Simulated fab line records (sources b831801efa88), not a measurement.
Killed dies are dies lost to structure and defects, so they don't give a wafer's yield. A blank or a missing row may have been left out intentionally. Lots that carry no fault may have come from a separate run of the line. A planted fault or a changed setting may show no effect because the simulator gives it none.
Which tool did it? + flow sky130 + Sampling: 14 lots, 40 wafers, 5 of 708 route steps

## WHAT THE GAUGES READ, wafer by wafer
SKY_VT_ADJUST_LVTN_TW_MEAS_10.
| lot  | measured     | on            | VT_ADJUST_LVTN_TW |
|------|--------------|---------------|-------------------|
| L544 | day 6 21:17  | film-metro-04 | 243.6 244.3 243.3 |
| L545 | day 7 04:04  | film-metro-02 | 240.8 241.3 242.2 |
| L546 | day 7 07:50  | film-metro-03 | 237.4 238.0 238.7 |
| L547 | day 7 11:33  | film-metro-04 | 242.1 243.0 243.3 |
| L548 | day 7 21:17  | film-metro-02 | 241.9 242.2 241.0 |
| L549 | day 8 05:34  | film-metro-04 | 243.1 241.6       |
| L552 | day 9 02:11  | film-metro-02 | 240.6 240.9       |
| L560 | day 11 08:43 | film-metro-02 | 241.7 240.5 239.8 |
| L561 | day 11 13:32 | film-metro-02 | 240.3 240.4 240.2 |
| L562 | day 11 21:29 | film-metro-04 | 242.2 244.3 242.3 |
| L564 | day 12 12:04 | film-metro-02 | 242.0 242.3 241.0 |
| L565 | day 12 18:10 | film-metro-02 | 241.7 240.4 242.4 |
| L566 | day 13 01:31 | film-metro-02 | 241.2 240.6 241.3 |
| L567 | day 13 02:28 | film-metro-02 | 242.3 241.8 243.0 |

SKY_VT_ADJUST_HVTR_CD_MEAS_07: the cd target is 380 nm.
| lot  | measured     | on        | cd-nm (nm)        |
|------|--------------|-----------|-------------------|
| L544 | day 9 11:23  | cd-sem-02 | 381.1 384.4 385.1 |
| L545 | day 9 18:08  | cd-sem-01 | 381.8 384.0 382.5 |
| L546 | day 9 23:12  | cd-sem-02 | 380.3 381.9 381.1 |
| L547 | day 10 03:04 | cd-sem-02 | 379.1 377.4 377.4 |
| L548 | day 10 13:42 | cd-sem-02 | 374.9 376.1 377.0 |
| L549 | day 10 23:28 | cd-sem-02 | 381.0 381.6       |
| L552 | day 11 23:29 | cd-sem-02 | 380.7 383.3       |
| L560 | day 14 10:44 | cd-sem-02 | 381.8 381.1 383.8 |
| L561 | day 14 15:26 | cd-sem-01 | 379.8 381.2 379.8 |
| L562 | day 15 00:33 | cd-sem-02 | 377.2 378.3 377.8 |
| L564 | day 15 16:43 | cd-sem-01 | 379.6 381.2 376.6 |
| L565 | day 16 00:37 | cd-sem-02 | 382.2 378.9 381.9 |
| L566 | day 16 07:28 | cd-sem-02 | 379.3 379.7 379.6 |
| L567 | day 16 09:13 | cd-sem-01 | 380.3 380.0 380.9 |

SKY_SONOS_ONO_CD_MEAS_13: the cd target is 410 nm.
| lot  | measured     | on        | cd-nm (nm)        |
|------|--------------|-----------|-------------------|
| L544 | day 12 13:52 | cd-sem-02 | 412.6 413.1 414.2 |
| L545 | day 12 21:34 | cd-sem-02 | 410.9 410.8 409.6 |
| L546 | day 13 03:08 | cd-sem-01 | 407.7 407.9 408.1 |
| L547 | day 13 08:49 | cd-sem-02 | 407.3 406.7 408.0 |
| L548 | day 13 20:46 | cd-sem-02 | 409.5 407.0 408.5 |
| L549 | day 14 06:42 | cd-sem-02 | 312.8 408.1       |
| L552 | day 15 13:08 | cd-sem-02 | 316.3 314.6       |
| L560 | day 18 02:43 | cd-sem-02 | 410.5 408.9 409.8 |
| L561 | day 18 10:30 | cd-sem-01 | 410.4 408.9 410.8 |
| L562 | day 18 19:44 | cd-sem-02 | 409.5 409.8 411.8 |
| L564 | day 19 14:38 | cd-sem-02 | 411.8 410.4 411.8 |
| L565 | day 19 23:59 | cd-sem-01 | 412.9 411.3 412.4 |
| L566 | day 20 03:44 | cd-sem-02 | 404.5 406.0 405.1 |
| L567 | day 20 05:58 | cd-sem-01 | 411.7 411.1 409.9 |

SKY_GATE_OXIDE_OVL_MEAS_10.
| lot  | measured     | on         | GATE_OXIDE_OVL (nm) |
|------|--------------|------------|---------------------|
| L544 | day 13 17:10 | overlay-01 | 2.4 0.5 1.5         |
| L545 | day 14 01:23 | overlay-02 | 2.0 -0.3 -0.2       |
| L546 | day 14 05:40 | overlay-02 | -1.3 -1.8 -3.4      |
| L547 | day 14 12:36 | overlay-01 | 0.7 -1.3 -0.7       |
| L548 | day 15 00:50 | overlay-01 | -0.8 0.4 -2.2       |
| L549 | day 15 13:04 | overlay-02 | 2.2                 |
| L560 | day 19 12:38 | overlay-02 | 2.5 2.0 1.9         |
| L561 | day 19 19:19 | overlay-02 | -0.1 0.6 0.0        |
| L562 | day 20 05:40 | overlay-01 | 0.0 -1.3 -2.0       |
| L564 | day 21 01:47 | overlay-01 | -2.2 1.1 -0.1       |
| L565 | day 21 14:07 | overlay-02 | 0.5 -1.7 -0.5       |
| L566 | day 21 14:23 | overlay-01 | -1.2 -2.9 -3.0      |
| L567 | day 21 14:25 | overlay-02 | -1.5 -0.2 -1.5      |

## WHICH TOOL RAN EACH LOT (tool, then ch and the chambers of the sampled wafers, then the start)
| lot  | SKY_SONOS_ONO_EXPOSE_10             |
|------|-------------------------------------|
| L544 | iline-stepper-02 ch 0, day 12 02:01 |
| L545 | iline-stepper-01 ch 0, day 12 09:35 |
| L546 | iline-stepper-01 ch 0, day 12 15:16 |
| L547 | iline-stepper-01 ch 0, day 12 20:17 |
| L548 | iline-stepper-01 ch 0, day 13 08:19 |
| L549 | iline-stepper-01 ch 0, day 13 19:26 |
| L552 | iline-stepper-01 ch 0, day 14 23:07 |
| L560 | iline-stepper-02 ch 0, day 17 12:13 |
| L561 | iline-stepper-02 ch 0, day 17 20:04 |
| L562 | iline-stepper-02 ch 0, day 18 05:50 |
| L564 | iline-stepper-01 ch 0, day 18 23:16 |
| L565 | iline-stepper-01 ch 0, day 19 08:58 |
| L566 | iline-stepper-01 ch 0, day 19 12:47 |
| L567 | iline-stepper-01 ch 0, day 19 15:35 |
- SKY_SONOS_ONO_EXPOSE_10: exposes mask ONOM, target cd 410 nm.

## WHAT THE TOOLS THEMSELVES READ (means of the sampled wafers that have a number; where no wafer has one, the mark that the record gives instead)
The record holds no such reading with a usual standard deviation.

## THE ANSWER, worked out from the rows above alone
Rule: usual is defined by the lots themselves. Put in order of their means at a reading, lots are off if they are a third of the lots or fewer, leave a main group of 4 or more, and stand apart from it by a gap of 3 or more times the standard deviation of the main group's means; of several such gaps the widest counts. A main group whose means are all the same, to the digits that the tables above print for the reading, isn't used. Also off: a lot with no number at a reading for which 4 or more lots have one. All remaining lots with rows at the step are treated as sound. The gauges are gone through in route order, then the tools' own readings, and for those a lot's mean is taken as printed above. The first step at which some lot is off is used, and at that step the reading that is off furthest; a lot without a number counts as furthest.
Off at SKY_SONOS_ONO_CD_MEAS_13 (cd-nm): L549, L552. For the main group the mean is 409.8 nm and the standard deviation 2.1.
A tool fits if, at a process step before that reading, it ran every lot that is off, and no sound lot after the first of them. Those tools and the gauges at SKY_SONOS_ONO_CD_MEAS_13 are tried in the same way. No candidate that was tried fits.

## WHAT THE SIMULATOR HAD INSERTED
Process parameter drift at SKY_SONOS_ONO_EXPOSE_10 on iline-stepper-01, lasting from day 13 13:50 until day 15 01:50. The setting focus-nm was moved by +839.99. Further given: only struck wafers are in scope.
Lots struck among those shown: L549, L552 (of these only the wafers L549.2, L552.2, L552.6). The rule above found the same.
